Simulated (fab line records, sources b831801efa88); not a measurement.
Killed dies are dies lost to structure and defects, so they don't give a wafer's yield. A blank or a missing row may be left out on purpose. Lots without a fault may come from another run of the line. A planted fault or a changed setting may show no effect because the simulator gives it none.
A struck lot beside a sound one | flow sky130 | 16 steps out of a route of 708
Sound: wafers L898.2, L898.3, L898.4. Struck: wafers L913.1, L913.4, L913.6. The cause comes at the end.
At each step with rows: each side's tool, then ch and its chambers, then its first start. Under that, the readings that differ: sound wafers | struck wafers | difference of the means | sigmas: that difference in standard deviations of wafers without a fault.
alike: readings whose means differ by less than 2 such deviations, and words and numbers that are the same on both sides. not compared: withheld readings, readings that some wafer has no value for, bounds like >300 that may hide the same value, and numbers for which the record gives no deviation and whose values overlap.
The two part at a step that has a row with sigmas, a row that says differs or no value, or rows on one side only. Numbers that don't overlap but have no deviation are shown without sigmas and don't part them. A reading that every wafer of one side lacks parts them only if that side has two wafers or more.

first, 3 steps without rows for these wafers: SKY_VIA1_EXPOSE_09 (exposes mask VIM, target cd 150 nm); SKY_VIA1_PEB_10; SKY_VIA1_DEVELOP_11 (develop time 60 s).
SKY_VIA1_CD_MEAS_12: target cd 150 nm.
  sound on cd_sem-02, day 33 18:08; struck on cd_sem-02, day 39 22:51
  alike: cd_nm
SKY_VIA1_OVL_MEAS_13:
  sound on overlay-01, day 33 18:14; struck on overlay-01, day 39 22:58
  alike: VIA1_OVL
SKY_VIA1_ETCH_14: etches BARC in N2/H2, stops on SiO2, time 45.9 s, target depth 60 nm.
  sound on rie_diel-01 ch 1,2,3, day 33 18:16; struck on rie_diel-01 ch 1,2,3, day 39 23:01
  alike: drypump_motor_current_A, oes_product_au, rf_fwd_power_W, throttle_valve_pct
  not compared: rf_hours_counter_h
SKY_VIA1_ETCH_15: etches SiO2 in C4F8/O2/Ar, stops on TiN, target depth 351 nm, time 54 s.
  sound on rie_diel-01 ch 1,2,3, day 33 18:19; struck on rie_diel-01 ch 1,2,3, day 39 23:03
  alike: oes_product_au, rf_fwd_power_W
  not compared: rf_hours_counter_h
SKY_VIA1_STRIP_16: strips in O2/N2.
  sound on plasma_asher-01 ch 0,1, day 33 18:21; struck on plasma_asher-01 ch 0,1, day 39 23:06
  alike: drypump_motor_current_A, oes_product_au, strip_time_to_endpoint_s
  not compared: rf_hours_counter_h
then, 3 steps without rows for these wafers: SKY_VIA1_STRIP_17 (strips in post etch residue remover, time 1200 s); SKY_VIA1_CLEAN_18 (cleans in IPA, time 180 s); SKY_VIA1_CLEAN_19 (cleans in O3/DIW).
SKY_VIA1_SPUTTER_20: material TiN, target thk 20 nm, time 80 s.
  sound on pvd_sputter-04, day 33 18:57; struck on pvd_sputter-01, day 39 23:42
  alike: throttle_valve_pct
SKY_VIA1_CVD_21: deposits W, target thk 270 nm, time 80.902 s.
  sound on cvd_w-02 ch 0,1, day 33 19:01; struck on cvd_w-01 ch 1, day 39 23:46
  no value came back on the struck wafers for chamber_pressure_Torr (Torr), heater_power_outer_w (W), heater_power_w (W); on the sound wafers chamber_pressure_Torr (Torr) reads 40.09 40.19 39.96
SKY_VIA1_RS_MEAS_22: measures by four-point-probe.
  sound on film_metro-01, day 33 19:07; struck on film_metro-04, day 39 23:51
  reading            | sound             | struck               | difference | sigmas
  VIA1_W_RS (ohm/sq) | 0.433 0.429 0.425 | 57.801 58.297 58.647 | +57.819    | +99 or more
SKY_VIA1_THK_MEAS_23: measures by xrf.
  sound on film_metro-01, day 33 19:14; struck on film_metro-04, day 39 23:58
  reading         | sound       | struck   | difference | sigmas
  VIA1_W_THK (nm) | 267 268 272 | <0 <0 <0 | differs    |
SKY_VIA1_CMP_24: polishes, stops on SiO2, t overpolish 15 s, target thk 0 nm.
  sound on cmp-02 ch 0,2,3, day 33 19:20; struck on cmp-01 ch 0,2, day 40 00:05
  reading                | sound    | struck | difference | sigmas
  time_to_endpoint_s (s) | 64 67 64 | 10 6 6 | -58        | -13
  alike: motor_current_A

WHERE THEY PART
First at SKY_VIA1_CVD_21; last, within this record, at SKY_VIA1_CMP_24.

WHY: what the simulator had put in
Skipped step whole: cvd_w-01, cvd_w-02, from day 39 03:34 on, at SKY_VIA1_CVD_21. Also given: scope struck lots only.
